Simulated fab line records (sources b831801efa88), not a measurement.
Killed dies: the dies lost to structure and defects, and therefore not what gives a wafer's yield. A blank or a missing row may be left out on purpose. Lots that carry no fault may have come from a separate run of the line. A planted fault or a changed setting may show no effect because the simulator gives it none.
What tool caused it? || flow sky130 || 11 lots with 33 wafers sampled at 3 steps, on a route of 708 steps

## WHAT EACH GAUGE READ, for each wafer
SKY_VIA4_THK_MEAS_01.
{"lot": "L781", "measured": "day 42 21:27", "on": "filmMetro-01", "VIA4_HDPCVD_THK (nm)": "1757 1771 1760"}
{"lot": "L782", "measured": "day 43 07:32", "on": "filmMetro-01", "VIA4_HDPCVD_THK (nm)": "1728 1742 1755"}
{"lot": "L783", "measured": "day 43 15:47", "on": "filmMetro-02", "VIA4_HDPCVD_THK (nm)": "1772 1739 1733"}
{"lot": "L784", "measured": "day 43 17:11", "on": "filmMetro-03", "VIA4_HDPCVD_THK (nm)": "1691 1672 1741"}
{"lot": "L785", "measured": "day 43 23:47", "on": "filmMetro-02", "VIA4_HDPCVD_THK (nm)": "1725 1793 1720"}
{"lot": "L786", "measured": "day 44 01:41", "on": "filmMetro-03", "VIA4_HDPCVD_THK (nm)": "1697 1745 1743"}
{"lot": "L787", "measured": "day 44 04:59", "on": "filmMetro-03", "VIA4_HDPCVD_THK (nm)": "1715 1747 1733"}
{"lot": "L788", "measured": "day 44 17:23", "on": "filmMetro-01", "VIA4_HDPCVD_THK (nm)": "1726 1734 1790"}
{"lot": "L794", "measured": "day 45 17:10", "on": "filmMetro-03", "VIA4_HDPCVD_THK (nm)": "2618 2588 2649"}
{"lot": "L796", "measured": "day 46 02:44", "on": "filmMetro-02", "VIA4_HDPCVD_THK (nm)": "2643 2625 2629"}
{"lot": "L800", "measured": "day 47 09:44", "on": "filmMetro-02", "VIA4_HDPCVD_THK (nm)": "1764 1744 1748"}

## EACH LOT AND THE TOOL THAT RAN IT (in order: tool; ch and the chambers of the sampled wafers; start)
{"lot": "L781", "SKY_VIA3_STRIP_16": "plasmaAsher-01 ch 0,1, day 40 18:22", "SKY_VIA4_HDPCVD_00": "hdpcvd-01 ch 0,1, day 42 21:16"}
{"lot": "L782", "SKY_VIA3_STRIP_16": "plasmaAsher-02 ch 0,1, day 41 04:56", "SKY_VIA4_HDPCVD_00": "hdpcvd-02 ch 1,2, day 43 07:20"}
{"lot": "L783", "SKY_VIA3_STRIP_16": "plasmaAsher-01 ch 1, day 41 13:56", "SKY_VIA4_HDPCVD_00": "hdpcvd-01 ch 0,2, day 43 15:37"}
{"lot": "L784", "SKY_VIA3_STRIP_16": "plasmaAsher-01 ch 0,1, day 41 15:26", "SKY_VIA4_HDPCVD_00": "hdpcvd-02 ch 0,1, day 43 17:00"}
{"lot": "L785", "SKY_VIA3_STRIP_16": "plasmaAsher-02 ch 0,1, day 41 22:53", "SKY_VIA4_HDPCVD_00": "hdpcvd-02 ch 0,1, day 43 23:36"}
{"lot": "L786", "SKY_VIA3_STRIP_16": "plasmaAsher-01 ch 0, day 42 00:14", "SKY_VIA4_HDPCVD_00": "hdpcvd-02 ch 0,2, day 44 01:30"}
{"lot": "L787", "SKY_VIA3_STRIP_16": "plasmaAsher-03 ch 0,1, day 42 03:50", "SKY_VIA4_HDPCVD_00": "hdpcvd-01 ch 1,2, day 44 04:47"}
{"lot": "L788", "SKY_VIA3_STRIP_16": "plasmaAsher-01 ch 0,1, day 42 18:11", "SKY_VIA4_HDPCVD_00": "hdpcvd-01 ch 0,1,2, day 44 17:12"}
{"lot": "L794", "SKY_VIA3_STRIP_16": "plasmaAsher-01 ch 0,1, day 43 17:53", "SKY_VIA4_HDPCVD_00": "hdpcvd-01 ch 0,1, day 45 16:58"}
{"lot": "L796", "SKY_VIA3_STRIP_16": "plasmaAsher-02 ch 1, day 44 04:11", "SKY_VIA4_HDPCVD_00": "hdpcvd-01 ch 0,1,2, day 46 02:34"}
{"lot": "L800", "SKY_VIA3_STRIP_16": "plasmaAsher-02 ch 0,1, day 45 12:32", "SKY_VIA4_HDPCVD_00": "hdpcvd-02 ch 0,1,2, day 47 09:34"}
- SKY_VIA3_STRIP_16: strips in O2/N2.
- SKY_VIA4_HDPCVD_00: deposits SiO2, target thk 1750 nm, time 291.7 s.

## AS READ BY THE TOOLS THEMSELVES (means over the sampled wafers that have a number; for cases with no such wafer, the mark the record gives instead)
SKY_VIA3_STRIP_16.
{"lot": "L781", "tool": "plasmaAsher-01", "drypumpMotorCurrentA (A)": 5.60, "oesProductAu (a.u.)": 0.401, "stripTimeToEndpointS (s)": 4.165}
{"lot": "L782", "tool": "plasmaAsher-02", "drypumpMotorCurrentA (A)": 5.63, "oesProductAu (a.u.)": 0.402, "stripTimeToEndpointS (s)": 4.139}
{"lot": "L783", "tool": "plasmaAsher-01", "drypumpMotorCurrentA (A)": 5.71, "oesProductAu (a.u.)": 0.401, "stripTimeToEndpointS (s)": 4.118}
{"lot": "L784", "tool": "plasmaAsher-01", "drypumpMotorCurrentA (A)": 5.60, "oesProductAu (a.u.)": 0.405, "stripTimeToEndpointS (s)": 4.109}
{"lot": "L785", "tool": "plasmaAsher-02", "drypumpMotorCurrentA (A)": 5.84, "oesProductAu (a.u.)": 0.402, "stripTimeToEndpointS (s)": 4.126}
{"lot": "L786", "tool": "plasmaAsher-01", "drypumpMotorCurrentA (A)": 5.57, "oesProductAu (a.u.)": 0.405, "stripTimeToEndpointS (s)": 4.135}
{"lot": "L787", "tool": "plasmaAsher-03", "drypumpMotorCurrentA (A)": 5.38, "oesProductAu (a.u.)": 0.400, "stripTimeToEndpointS (s)": 4.107}
{"lot": "L788", "tool": "plasmaAsher-01", "drypumpMotorCurrentA (A)": 5.62, "oesProductAu (a.u.)": 0.403, "stripTimeToEndpointS (s)": 4.169}
{"lot": "L794", "tool": "plasmaAsher-01", "drypumpMotorCurrentA (A)": 5.61, "oesProductAu (a.u.)": 0.401, "stripTimeToEndpointS (s)": 4.139}
{"lot": "L796", "tool": "plasmaAsher-02", "drypumpMotorCurrentA (A)": 6.03, "oesProductAu (a.u.)": 0.401, "stripTimeToEndpointS (s)": 4.141}
{"lot": "L800", "tool": "plasmaAsher-02", "drypumpMotorCurrentA (A)": 5.62, "oesProductAu (a.u.)": 0.405, "stripTimeToEndpointS (s)": 4.146}

SKY_VIA4_HDPCVD_00.
{"lot": "L781", "tool": "hdpcvd-01", "sih4FlowSccm (sccm)": 60.25}
{"lot": "L782", "tool": "hdpcvd-02", "sih4FlowSccm (sccm)": 59.80}
{"lot": "L783", "tool": "hdpcvd-01", "sih4FlowSccm (sccm)": 60.00}
{"lot": "L784", "tool": "hdpcvd-02", "sih4FlowSccm (sccm)": 59.85}
{"lot": "L785", "tool": "hdpcvd-02", "sih4FlowSccm (sccm)": 60.11}
{"lot": "L786", "tool": "hdpcvd-02", "sih4FlowSccm (sccm)": 59.74}
{"lot": "L787", "tool": "hdpcvd-01", "sih4FlowSccm (sccm)": 59.99}
{"lot": "L788", "tool": "hdpcvd-01", "sih4FlowSccm (sccm)": 60.06}
{"lot": "L794", "tool": "hdpcvd-01", "sih4FlowSccm (sccm)": 89.92}
{"lot": "L796", "tool": "hdpcvd-01", "sih4FlowSccm (sccm)": 90.00}
{"lot": "L800", "tool": "hdpcvd-02", "sih4FlowSccm (sccm)": 60.14}

## THE ANSWER, worked out from the rows above alone
Rule: what is usual is taken from the lots themselves. Put in order of their means at a reading, lots are off if they are a third of the lots or fewer, leave a main group of 4 or more, and stand apart from it by a gap of 3 or more times the standard deviation of the main group's means; of several such gaps the widest counts. The tables above print the reading to a certain number of digits; a main group whose means all agree to those digits is not used. Also off: a lot with no number at a reading for which 4 or more lots have one. Any other lot the step has rows for is counted as sound. The gauges are gone through in route order, then the tools' own readings, and for those a lot's mean is taken as printed above. At the first step where some lot is off, the reading lying furthest off is the one used; lots without a number count as furthest.
Off: at SKY_VIA4_THK_MEAS_01 (VIA4_HDPCVD_THK), L794, L796. Main group: mean 1740 nm, sd 17.
A tool fits if, at a process step before that reading, it ran every lot that is off, and no sound lot after the first of them. The gauges at SKY_VIA4_THK_MEAS_01 aren't tried: what is off there is off at SKY_VIA4_HDPCVD_00 too, on other tools, and a gauge's error can't cause that. One fits: hdpcvd-01 at SKY_VIA4_HDPCVD_00. A fault onset in the window from L788 (day 44 17:12, its last sound lot) to L794 (day 45 16:58, its first lot off) fits.
On the lots that are off, the tool's own readings at SKY_VIA4_HDPCVD_00 differ by more than 5 times the standard deviation of the sound lots' means, which bears it out; sih4FlowSccm reads 89.96 sccm there versus 59.99 sccm on the sound lots.

## WHAT THE SIMULATOR HAD PUT IN
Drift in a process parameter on hdpcvd-01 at SKY_VIA4_HDPCVD_00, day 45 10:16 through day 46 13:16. Setting sih4FlowSccm shifted by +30 from 60. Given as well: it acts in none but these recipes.
Shown lots that were struck: L794, L796. The rule given above showed the same thing.
